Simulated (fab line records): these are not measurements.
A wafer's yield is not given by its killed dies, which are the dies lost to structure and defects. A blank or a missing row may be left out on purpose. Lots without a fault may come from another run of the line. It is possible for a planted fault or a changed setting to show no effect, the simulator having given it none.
Which tool did it? | flow sky130 | 12 lots, 36 wafers sampled, at 4 steps of a route of 708

## WHAT THE GAUGES READ, wafer by wafer
SKY_NWELL_OVL_MEAS_23.
lot  | measured     | on         | NWELL_01_OVL (nm)
L750 | day 5 04:01  | overlay-01 | 0.5 -1.7 -1.4
L751 | day 5 09:12  | overlay-01 | -2.2 -2.2 -2.1
L761 | day 8 00:52  | overlay-02 | -0.9 0.1 0.0
L762 | day 8 08:18  | overlay-02 | 0.1 1.9 0.2
L763 | day 8 15:09  | overlay-01 | 1.3 0.1 1.1
L764 | day 8 19:31  | overlay-01 | 2.8 2.3 2.2
L765 | day 9 01:49  | overlay-01 | -1.1 0.4 -1.3
L767 | day 9 12:36  | overlay-02 | 0.9 0.0 -0.2
L768 | day 9 17:27  | overlay-01 | 1.4 1.2 1.2
L771 | day 10 12:57 | overlay-02 | -1.2 1.5 -1.2
L772 | day 10 21:46 | overlay-01 | 0.4 0.1 0.2
L773 | day 11 04:16 | overlay-02 | 2.6 0.6 2.4

SKY_VT_ADJUST_LVTN_TW_MEAS_21.
lot  | measured     | on            | VT_ADJUST_LVTN_2_TW
L750 | day 7 13:39  | film metro-01 | 186.9 186.6 187.0
L751 | day 7 19:17  | film metro-03 | 186.8 185.2 186.9
L761 | day 10 19:45 | film metro-04 | 185.3 184.1 183.9
L762 | day 11 03:41 | film metro-03 | 183.0 183.8 184.1
L763 | day 11 11:29 | film metro-01 | 188.7 187.9 188.1
L764 | day 11 17:39 | film metro-01 | 186.5 186.3 186.9
L765 | day 11 21:50 | film metro-03 | 186.6 187.4 187.3
L767 | day 12 12:23 | film metro-03 | 187.9 187.7 189.5
L768 | day 12 18:05 | film metro-03 | 188.5 187.4 187.7
L771 | day 13 15:51 | film metro-03 | 186.8 186.2 186.1
L772 | day 14 01:21 | film metro-01 | 187.9 187.1 187.2
L773 | day 14 07:38 | film metro-03 | 187.6 187.8 188.1

SKY_METAL1_THK_MEAS_06: measures by xrf.
lot  | measured     | on            | METAL1_ALCU_THK (nm)
L750 | day 31 10:16 | film metro-02 | 246.9 243.0 242.9
L751 | day 31 18:03 | film metro-03 | 252.3 246.1 246.5
L761 | day 35 06:33 | film metro-03 | 252.5 252.4 254.3
L762 | day 35 12:44 | film metro-03 | 251.4 252.4 251.3
L763 | day 35 19:08 | film metro-03 | 252.2 252.2 252.2
L764 | day 36 01:40 | film metro-03 | 251.0 249.9 250.6
L765 | day 36 07:22 | film metro-01 | 252.4 253.0 256.4
L767 | day 36 20:57 | film metro-01 | 254.8 252.0 251.9
L768 | day 37 07:41 | film metro-01 | 255.5 254.6 251.0
L771 | day 38 02:34 | film metro-03 | 249.7 250.9 247.8
L772 | day 38 12:21 | film metro-02 | 248.3 248.8 249.9
L773 | day 38 13:31 | film metro-02 | 250.1 254.0 251.2

## WHAT TOOL EACH LOT RAN ON (gives the tool, then ch and the chambers of the sampled wafers, and finally the start)
lot  | SKY_VT_ADJUST_LVTN_IMPLANT_19
L750 | implanter-03 ch 0, day 7 13:24
L751 | implanter-02 ch 0, day 7 19:02
L761 | implanter-03 ch 0, day 10 19:32
L762 | implanter-03 ch 0, day 11 03:26
L763 | implanter-04 ch 0, day 11 11:14
L764 | implanter-04 ch 0, day 11 17:25
L765 | implanter-04 ch 0, day 11 21:35
L767 | implanter-04 ch 0, day 12 12:08
L768 | implanter-02 ch 0, day 12 17:50
L771 | implanter-04 ch 0, day 13 15:36
L772 | implanter-02 ch 0, day 14 01:07
L773 | implanter-02 ch 0, day 14 07:23
- SKY_VT_ADJUST_LVTN_IMPLANT_19

## AS READ BY THE TOOLS THEMSELVES (means over the sampled wafers that have a number; for cases with no such wafer, the mark the record gives instead)
SKY_VT_ADJUST_LVTN_IMPLANT_19.
lot  | tool         | beam energy keV | end station pressure torr (Torr)
L750 | implanter-03 | 30.003          | 5.07e-06
L751 | implanter-02 | 30.000          | 4.85e-06
L761 | implanter-03 | 26.748          | 5.04e-06
L762 | implanter-03 | 26.757          | 5.27e-06
L763 | implanter-04 | 30.004          | 5.00e-06
L764 | implanter-04 | 29.983          | 4.82e-06
L765 | implanter-04 | 30.000          | 5.19e-06
L767 | implanter-04 | 30.008          | 5.15e-06
L768 | implanter-02 | 29.998          | 4.99e-06
L771 | implanter-04 | 29.995          | 5.05e-06
L772 | implanter-02 | 30.000          | 5.18e-06
L773 | implanter-02 | 30.000          | 5.03e-06

## THE ANSWER, worked out from the rows above alone
Rule: what is usual is taken from the lots themselves. The widest of any qualifying gaps counts: lots, ordered by their means at a reading, are off when they make up no more than a third of the lots, leave a main group of 4 or more, and stand apart from it by 3 or more times the standard deviation of that group's means. A main group is skipped when, at the precision printed for the reading in the tables above, its means are all equal. Also off: a lot with no number at a reading for which 4 or more lots have one. Any other lot the step has rows for is counted as sound. The gauges are gone through in route order, then the tools' own readings, and for those a lot's mean is taken as printed above. The first step at which some lot is off is used, and at that step the reading that is off furthest; a lot without a number counts as furthest.
Off at SKY_VT_ADJUST_LVTN_IMPLANT_19 (beam energy keV): L761, L762. Main group: mean 29.999, sd 0.0063.
A tool fits if, at that step or a process step before it, it ran every lot that is off, and no sound lot after the first of them. One fits: SKY_VT_ADJUST_LVTN_IMPLANT_19 on implanter-03. Its last sound lot is L750 (day 7 13:24), its first lot that is off L761 (day 10 19:32): a fault that began between those two fits.
On the lots that are off, the tool's own readings at SKY_VT_ADJUST_LVTN_IMPLANT_19 differ by more than 5 times the standard deviation of the sound lots' means, which bears it out; beam energy keV reads 26.753 there versus 29.999 on the sound lots.

## WHAT WAS PUT IN BY THE SIMULATOR
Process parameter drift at SKY_VT_ADJUST_LVTN_IMPLANT_19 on implanter-03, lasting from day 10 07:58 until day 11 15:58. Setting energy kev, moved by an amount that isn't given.
Shown lots that were struck: L761, L762. This agrees with what the rule above found.
